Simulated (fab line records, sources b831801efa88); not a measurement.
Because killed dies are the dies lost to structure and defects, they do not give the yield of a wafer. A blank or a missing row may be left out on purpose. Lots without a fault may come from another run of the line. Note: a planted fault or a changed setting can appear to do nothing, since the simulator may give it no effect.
Matching of chambers	flow gf180mcu	GF_PASSIVATION_CVD_00 on pecvd-02: 3 sister chambers
The step deposits SiO2 from TEOS, target thk 1000 nm, time 111.95 s. 16 wafers are shown with their chamber, then 8 later ones without.

WAFERS, EACH WITH ITS CHAMBER
wafer	chamber	heater power w (W)
L074.1	1	786
L074.4	1	625
L074.6	0	522
L077.1	0	643
L077.2	1	751
L077.3	2	1070
L077.4	2	891
L077.5	0	695
L077.6	1	612
L080.1	1	752
L080.2	0	672
L080.5	0	538
L081.3	1	622
L081.4	1	710
L081.5	2	883
L088.1	0	651

SIGNATURES, as means of the wafers listed above
reading	chamber 0	chamber 1	chamber 2	scatter within a chamber
heater power w	620.17	694.00	948.00	78.7
Rule: for a wafer and a chamber, the distance is found by dividing, reading by reading, the gap between the wafer's reading and the chamber's mean by the reading's scatter, squaring, summing and taking the root. The wafer belongs to the nearest chamber; if the next one is less than 2 further off, it can't be placed. The scatter: take each reading less its chamber's mean, square it, sum over the shown wafers, divide by the number of wafers less the number of chambers, and take the root.

WAFERS MISSING THEIR CHAMBER
wafer	heater power w (W)
L088.2	786
L088.5	633
L091.2	658
L091.3	671
L091.6	725
L095.2	717
L095.4	660
L095.6	888

CHAMBER TAKEN BY EACH
wafer	from the rows above	in truth
L088.2	can't be placed: 1 or 2 or 0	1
L088.5	can't be placed: 0 or 1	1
L091.2	can't be placed: 1 or 0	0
L091.3	can't be placed: 1 or 0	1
L091.6	can't be placed: 1 or 0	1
L095.2	can't be placed: 1 or 0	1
L095.4	can't be placed: 1 or 0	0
L095.6	can't be placed: 2 or 1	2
Placed correctly: 0 of 8. Not placeable from these rows: 8 (in 8, the candidates include the true chamber). 0 placed wrongly.
